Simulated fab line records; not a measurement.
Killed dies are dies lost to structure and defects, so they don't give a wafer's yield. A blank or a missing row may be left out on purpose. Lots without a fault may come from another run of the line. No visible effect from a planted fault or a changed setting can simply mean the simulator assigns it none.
Split-lot trial + flow gf180mcu + route with 602 steps; 5 lots, 23 wafers read

## THE SPLIT
At GF_V5_PEB_12 (peb time 90 s), the setting pebTempC was moved away from the recipe's 135 C on 9 of the 23 wafers read, by -2.9% to +2.8%. The other wafers ran this setting at the recipe's value.

## FROM THE SPLIT TO THE READING: what the file shows between them, 1 step
- GF_V5_DEVELOP_13: develop time 60 s

## THE READING
cdNm (nm) at GF_V5_CD_MEAS_14, where the cd target is 260 nm. Fault-free wafers of this fab line usually give 259.8 nm, standard deviation 1.3 nm.

| wafer  | tool, chamber at the split | pebTempC as run, C | against the recipe | cdNm, nm | against lot-mates on the recipe |
|--------|----------------------------|--------------------|--------------------|----------|---------------------------------|
| L074.2 | lithoTrack-01, 0           | 135                | recipe             | 258.7    | -                               |
| L074.4 | lithoTrack-01, 0           | 135                | recipe             | 257.8    | -                               |
| L074.6 | lithoTrack-01, 0           | 135                | recipe             | 257.8    | -                               |
| L076.1 | lithoTrack-04, 0           | 135                | recipe             | 261.0    | -                               |
| L076.2 | lithoTrack-04, 0           | 137                | +1.5%              | 265.8    | +5.8                            |
| L076.3 | lithoTrack-04, 0           | 137                | +1.5%              | 265.1    | +5.1                            |
| L076.5 | lithoTrack-04, 0           | 137                | +1.5%              | 265.2    | +5.1                            |
| L076.6 | lithoTrack-04, 0           | 135                | recipe             | 259.1    | -                               |
| L077.1 | lithoTrack-04, 0           | 131.1              | -2.9%              | 247.3    | -12.8                           |
| L077.3 | lithoTrack-04, 0           | 131.1              | -2.9%              | 248.5    | -11.6                           |
| L077.4 | lithoTrack-04, 0           | 135                | recipe             | 259.4    | -                               |
| L077.5 | lithoTrack-04, 0           | 131.1              | -2.9%              | 247.4    | -12.7                           |
| L077.6 | lithoTrack-04, 0           | 135                | recipe             | 260.8    | -                               |
| L081.2 | lithoTrack-04, 0           | 138.8              | +2.8%              | 270.2    | +9.6                            |
| L081.3 | lithoTrack-04, 0           | 135                | recipe             | 260.5    | -                               |
| L081.4 | lithoTrack-04, 0           | 135                | recipe             | 260.7    | -                               |
| L081.5 | lithoTrack-04, 0           | 138.8              | +2.8%              | 270.0    | +9.4                            |
| L081.6 | lithoTrack-04, 0           | 138.8              | +2.8%              | 269.7    | +9.1                            |
| L084.1 | lithoTrack-04, 0           | 135                | recipe             | 259.5    | -                               |
| L084.2 | lithoTrack-04, 0           | 135                | recipe             | 259.4    | -                               |
| L084.3 | lithoTrack-04, 0           | 135                | recipe             | 259.8    | -                               |
| L084.4 | lithoTrack-04, 0           | 135                | recipe             | 259.7    | -                               |
| L084.5 | lithoTrack-04, 0           | 135                | recipe             | 259.9    | -                               |

THE FIT
A straight line over all 23 wafers: cdNm changes by +3.91 nm for each +1% of pebTempC; r = +0.99; the points scatter about the line by 0.87 nm.
The same after taking each lot's own level away (the mean of its wafers on the recipe; 23 wafers): +3.82 nm for each +1%; r = +0.99; scatter 0.77 nm.
The reading moves by 11 nm for the largest change in pebTempC, on that fit.
The lots' own levels span 258.10 to 260.60 nm, that is 1.9 times the standard deviation above.
Consequently the slope shifts little with the lot-to-lot level, the two slopes agreeing.
Check: for one of the wafers moved furthest among these (-2.9%), held out of the fit, the line's prediction against its lot-mates is -11.1 nm. Against them it came out at -12.8 nm.

## ADDITIONAL SPLITS CARRIED BY THESE WAFERS
These wafers also went through other splits before the reading. Each is held against what the fit with the lots' levels taken away leaves over:
| other split on the same wafers | wafers away from the commonest value | r with cdNm (lot level and that fit taken away) |
|--------------------------------|--------------------------------------|-------------------------------------------------|
| GF_MIM_COAT_14 resistThkNm     | 8                                    | -0.56                                           |
| GF_M5_EXPOSE_04 doseMj         | 5                                    | -0.47                                           |
| GF_M5_PEB_05 pebTempC          | 8                                    | -0.31                                           |
| GF_V5_CVD_00 sih4FlowSccm      | 5                                    | -0.01                                           |

## THE WHOLE CHAIN: every reading that the file lists as answering this split, in the file's order
| step             | what it does                                                 | reading                                                  | change (the file's fit)              | r (the file's) |
|------------------|--------------------------------------------------------------|----------------------------------------------------------|--------------------------------------|----------------|
| GF_V5_CD_MEAS_14 | target cd 260 nm                                             | cdNm                                                     | +3.79 nm for each +1% of the setting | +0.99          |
| GF_V5_ETCH_16    | etches BARC in N2/H2                                         | V5.cdNm (the simulator's own value, which no gauge read) | +3.68 nm for each +1% of the setting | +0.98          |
| GF_V5_ETCH_17    | etches SiO2 in C4F8/O2/Ar, stops on TiN, target depth 855 nm | V5.cdNm (the simulator's own value, which no gauge read) | +3.56 nm for each +1% of the setting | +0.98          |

## THE FILE'S OWN FIT
cdNm changes by +3.79 nm for each +1% of pebTempC, r = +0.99.
